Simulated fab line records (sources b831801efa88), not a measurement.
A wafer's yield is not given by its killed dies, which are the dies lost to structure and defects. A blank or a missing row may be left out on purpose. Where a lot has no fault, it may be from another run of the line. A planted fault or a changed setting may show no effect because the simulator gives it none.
The tool behind it: which one?	flow sky130	Sampling: 13 lots, 39 wafers, 5 of 708 route steps

== WHAT EACH GAUGE READ, for each wafer ==
SKY_VIA4_RS_MEAS_19: the measuring method here is four-point-probe.
lot	measured	on	VIA4_W_RS (ohm/sq)
L190	day 42 20:54	film metro-01	0.2272 0.2260 0.2291
L191	day 43 04:37	film metro-04	0.2251 0.2250 0.2244
L193	day 43 18:08	film metro-04	0.2259 0.2251 0.2240
L194	day 43 23:56	film metro-03	0.2268 0.2273 0.2252
L195	day 44 03:16	film metro-03	0.2271 0.2258 0.2265
L198	day 45 09:03	film metro-03	0.2248 0.2258 0.2240
L201	day 46 05:25	film metro-03	0.2279 0.2298 0.2272
L203	day 46 11:43	film metro-03	0.2252 0.2287 0.2244
L204	day 46 11:59	film metro-04	0.2327 0.2306 0.2313
L208	day 47 16:01	film metro-04	0.1142 0.1125 0.1139 0.1139 0.1129 0.1143
L209	day 48 08:01	film metro-03	0.1121 0.1112 0.1117 0.1122 0.1111 0.1115
L212	day 48 13:11	film metro-03	0.1125 0.1124 0.1136 0.1126 0.1125 0.1135
L213	day 48 14:45	film metro-04	0.2261 0.2285 0.2275

SKY_METAL5_RS_MEAS_05: the measuring method here is four-point-probe.
lot	measured	on	METAL5_ALCU_RS (ohm/sq)
L190	day 42 21:32	film metro-02	0.02697 0.02677 0.02693
L191	day 43 05:16	film metro-03	0.02679 0.02701 0.02682
L193	day 43 18:47	film metro-02	0.02668 0.02728 0.02696
L194	day 44 00:35	film metro-03	0.0267 0.02668 0.02664
L195	day 44 03:55	film metro-02	0.02658 0.02636 0.02667
L198	day 45 09:42	film metro-02	0.02735 0.02698 0.0271
L201	day 46 06:16	film metro-02	0.02692 0.02724 0.02684
L203	day 46 12:22	film metro-03	0.02707 0.02649 0.02656
L204	day 46 12:38	film metro-03	0.02737 0.02703 0.02729
L213	day 48 15:24	film metro-02	0.02665 0.02668 0.02678

== WHAT TOOL EACH LOT RAN ON (gives the tool, then ch and the chambers of the sampled wafers, and finally the start) ==
lot	SKY_METAL4_SPUTTER_02	SKY_METAL4_DESCUM_15	SKY_VIA4_CVD_18
L190	pvd sputter-04, day 39 16:58	rie metal-01 ch 0,1, day 41 18:23	cvd w-01 ch 0,1, day 42 20:44
L191	pvd sputter-02, day 40 01:47	rie metal-02 ch 0,1, day 42 02:49	cvd w-01 ch 0,1, day 43 04:26
L193	pvd sputter-02, day 40 16:15	rie metal-02 ch 1, day 42 16:58	cvd w-01 ch 0,1, day 43 17:58
L194	pvd sputter-04, day 40 23:12	rie metal-04 ch 0, day 42 22:59	cvd w-01 ch 0,1, day 43 23:47
L195	pvd sputter-02, day 41 02:41	rie metal-04 ch 0,1, day 43 02:58	cvd w-01 ch 0,1, day 44 03:06
L198	pvd sputter-03, day 42 11:08	rie metal-01 ch 0,1, day 44 09:16	cvd w-02 ch 0,1, day 45 08:54
L201	pvd sputter-02, day 43 08:45	rie metal-01 ch 0, day 45 05:52	cvd w-01 ch 0, day 46 05:15
L203	pvd sputter-02, day 43 15:42	rie metal-04 ch 0,1, day 45 12:02	cvd w-01 ch 0,1, day 46 11:33
L204	pvd sputter-03, day 43 16:43	rie metal-04 ch 0,1, day 45 12:49	cvd w-02 ch 0, day 46 11:50
L208	pvd sputter-02, day 44 22:02	rie metal-01 ch 0,1, day 46 17:00	cvd w-02 ch 0,1, day 47 15:33
L209	pvd sputter-04, day 45 16:07	rie metal-01 ch 0,1, day 47 09:49	cvd w-01 ch 0,1, day 48 07:25
L212	pvd sputter-02, day 45 21:36	rie metal-04 ch 0,1, day 47 15:11	cvd w-01 ch 0,1, day 48 12:42
L213	pvd sputter-02, day 46 00:25	rie metal-02 ch 0,1, day 47 17:34	cvd w-02 ch 1, day 48 14:35
- SKY_METAL4_SPUTTER_02: material AlCu, target thk 735 nm, time 39.1 s.
- SKY_METAL4_DESCUM_15: chemistry O2, time 8 s.
- SKY_VIA4_CVD_18: deposits W, target thk 505 nm, time 152.14 s.

== WHAT THE TOOLS THEMSELVES READ (means of the sampled wafers that have a number; where no wafer has one, the mark that the record gives instead) ==
SKY_METAL4_SPUTTER_02.
lot	tool	throttle valve pct (%)
L190	pvd sputter-04	29.8
L191	pvd sputter-02	30.0
L193	pvd sputter-02	28.4
L194	pvd sputter-04	30.1
L195	pvd sputter-02	28.9
L198	pvd sputter-03	30.0
L201	pvd sputter-02	29.3
L203	pvd sputter-02	29.3
L204	pvd sputter-03	31.0
L208	pvd sputter-02	30.0
L209	pvd sputter-04	30.1
L212	pvd sputter-02	28.6
L213	pvd sputter-02	29.6

SKY_METAL4_DESCUM_15.
lot	tool	drypump motor current A (A)	oes product au (a.u.)
L190	rie metal-01	6.4	0.983
L191	rie metal-02	6.3	0.997
L193	rie metal-02	6.3	0.995
L194	rie metal-04	6.1	1.004
L195	rie metal-04	6.1	0.994
L198	rie metal-01	6.0	0.987
L201	rie metal-01	5.6	0.991
L203	rie metal-04	6.1	0.989
L204	rie metal-04	6.1	0.995
L208	rie metal-01	6.0	0.990
L209	rie metal-01	6.0	0.991
L212	rie metal-04	6.1	0.995
L213	rie metal-02	6.3	0.993

SKY_VIA4_CVD_18.
lot	tool	heater power w (W)
L190	cvd w-01	795
L191	cvd w-01	842
L193	cvd w-01	798
L194	cvd w-01	793
L195	cvd w-01	850
L198	cvd w-02	856
L201	cvd w-01	906
L203	cvd w-01	792
L204	cvd w-02	885
L208	cvd w-02	845
L209	cvd w-01	839
L212	cvd w-01	857
L213	cvd w-02	841

== THE ANSWER, worked out from the rows above alone ==
Rule: the usual values come from the lots themselves. The widest of any qualifying gaps counts: lots, ordered by their means at a reading, are off when they make up no more than a third of the lots, leave a main group of 4 or more, and stand apart from it by 3 or more times the standard deviation of that group's means. A main group whose means are all the same, to the digits that the tables above print for the reading, isn't used. Also off: a lot with no number at a reading for which 4 or more lots have one. The other lots that the step has rows for count as sound. First the gauges in route order, then the tools' own readings, where a lot's mean is used as printed above. The first step at which some lot is off is used, and at that step the reading that is off furthest; a lot without a number counts as furthest.
Off: L208, L209, L212, seen at SKY_VIA4_RS_MEAS_19 (VIA4_W_RS). Mean 0.2268 ohm/sq and standard deviation 0.0019 in the main group.
A tool fits if, at a process step before that reading, it ran every lot that is off, and no sound lot after the first of them. Those tools and the gauges at SKY_VIA4_RS_MEAS_19 are tried in the same way. Of those tried, none fits.

== WHAT HAD BEEN PUT IN BY THE SIMULATOR ==
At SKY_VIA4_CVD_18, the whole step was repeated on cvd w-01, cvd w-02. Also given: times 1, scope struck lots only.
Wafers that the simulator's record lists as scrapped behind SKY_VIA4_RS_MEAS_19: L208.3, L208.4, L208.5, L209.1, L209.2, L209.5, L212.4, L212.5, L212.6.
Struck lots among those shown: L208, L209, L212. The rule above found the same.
